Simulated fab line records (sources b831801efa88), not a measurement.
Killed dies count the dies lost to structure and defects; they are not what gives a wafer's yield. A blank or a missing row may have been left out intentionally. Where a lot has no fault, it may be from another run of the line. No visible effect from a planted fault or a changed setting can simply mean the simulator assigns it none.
Which tool is to blame? | flow gf180mcu | 39 wafers from 13 lots sampled at 3 of the route's 602 steps

== WHAT EACH GAUGE READ, for each wafer ==
GF_POLY_GATE_THK_MEAS_17.
lot  | measured     | on            | POLY_GATE_OXIDATION_THK (nm)
L524 | day 10 02:55 | film_metro-04 | 3.98 3.97 4.07
L526 | day 10 04:38 | film_metro-04 | 4.15 4.14 4.06
L527 | day 10 14:08 | film_metro-02 | 4.05 3.96 3.99
L528 | day 11 08:38 | film_metro-04 | 4.00 4.03 4.05
L529 | day 11 10:54 | film_metro-04 | 4.02 4.04 3.98
L530 | day 11 16:06 | film_metro-04 | 3.87 3.88 3.78
L531 | day 11 19:58 | film_metro-04 | 3.93 3.88 3.96
L533 | day 12 12:11 | film_metro-02 | 4.18 4.12 4.04
L538 | day 13 22:58 | film_metro-04 | 4.05 4.07 4.06
L539 | day 14 07:51 | film_metro-02 | 4.13 4.11 4.08
L542 | day 15 09:25 | film_metro-04 | 4.08 4.15 4.14
L543 | day 15 16:19 | film_metro-03 | 3.89 3.92 3.96
L545 | day 16 04:30 | film_metro-02 | 3.88 3.96 3.95

GF_HV_LDD_TW_MEAS_23.
lot  | measured     | on            | HV_LDD_2_TW
L524 | day 11 16:25 | film_metro-02 | 1073 1079 1072
L526 | day 11 17:58 | film_metro-01 | 1047 1054 1058
L527 | day 12 03:55 | film_metro-01 | 1066 1055 1065
L528 | day 12 23:01 | film_metro-03 | 1066 1065 1066
L529 | day 13 01:49 | film_metro-02 | 1080 1081 1075
L530 | day 13 07:17 | film_metro-02 | 1343 1337 1338
L531 | day 13 12:44 | film_metro-02 | 1332 1332 1338
L533 | day 14 05:42 | film_metro-02 | 1072 1073 1069
L538 | day 15 17:49 | film_metro-01 | 1056 1059 1056
L539 | day 16 02:54 | film_metro-01 | 1052 1051 1057
L542 | day 17 06:19 | film_metro-01 | 1054 1054 1055
L543 | day 17 13:30 | film_metro-02 | 1075 1078 1075
L545 | day 18 02:31 | film_metro-03 | 1053 1058 1065

== WHICH TOOL RAN EACH LOT (tool, then ch and the chambers of the sampled wafers, then the start) ==
lot  | GF_HV_LDD_IMPLANT_21
L524 | implanter-03 ch 0, day 11 16:09
L526 | implanter-03 ch 0, day 11 17:45
L527 | implanter-01 ch 0, day 12 03:41
L528 | implanter-01 ch 0, day 12 22:47
L529 | implanter-01 ch 0, day 13 01:36
L530 | implanter-02 ch 0, day 13 06:44
L531 | implanter-03 ch 0, day 13 12:00
L533 | implanter-01 ch 0, day 14 05:27
L538 | implanter-03 ch 0, day 15 17:34
L539 | implanter-01 ch 0, day 16 02:39
L542 | implanter-03 ch 0, day 17 06:06
L543 | implanter-03 ch 0, day 17 13:15
L545 | implanter-01 ch 0, day 18 02:18
- GF_HV_LDD_IMPLANT_21

== AS READ BY THE TOOLS THEMSELVES (means over the sampled wafers that have a number; for cases with no such wafer, the mark the record gives instead) ==
GF_HV_LDD_IMPLANT_21.
lot  | tool         | beam_energy_keV
L524 | implanter-03 | 25.009
L526 | implanter-03 | 25.008
L527 | implanter-01 | 24.998
L528 | implanter-01 | 25.008
L529 | implanter-01 | 25.000
L530 | implanter-02 | 24.998
L531 | implanter-03 | 24.993
L533 | implanter-01 | 24.998
L538 | implanter-03 | 24.992
L539 | implanter-01 | 25.001
L542 | implanter-03 | 24.994
L543 | implanter-03 | 24.997
L545 | implanter-01 | 24.988

== THE ANSWER, worked out from the rows above alone ==
Rule: the usual values come from the lots themselves. The widest of any qualifying gaps counts: lots, ordered by their means at a reading, are off when they make up no more than a third of the lots, leave a main group of 4 or more, and stand apart from it by 3 or more times the standard deviation of that group's means. A main group whose means are all the same, to the digits that the tables above print for the reading, isn't used. A lot without any number at a reading at which 4 lots or more have one is off too. Where the step has rows for the other lots, those lots are counted as sound. First the gauges in route order, then the tools' own readings, where a lot's mean is used as printed above. The first step at which some lot is off is used, and at that step the reading that is off furthest; a lot without a number counts as furthest.
Off: L530, L531, at GF_HV_LDD_TW_MEAS_23 (HV_LDD_2_TW). The main group: mean 1064, standard deviation 9.2.
A tool fits if, at a process step before that reading, it ran every lot that is off, and no sound lot after the first of them. Gauges at GF_HV_LDD_TW_MEAS_23: tried the same way as those tools. Not one of the candidates tried fits.

== WHAT THE SIMULATOR PUT IN ==
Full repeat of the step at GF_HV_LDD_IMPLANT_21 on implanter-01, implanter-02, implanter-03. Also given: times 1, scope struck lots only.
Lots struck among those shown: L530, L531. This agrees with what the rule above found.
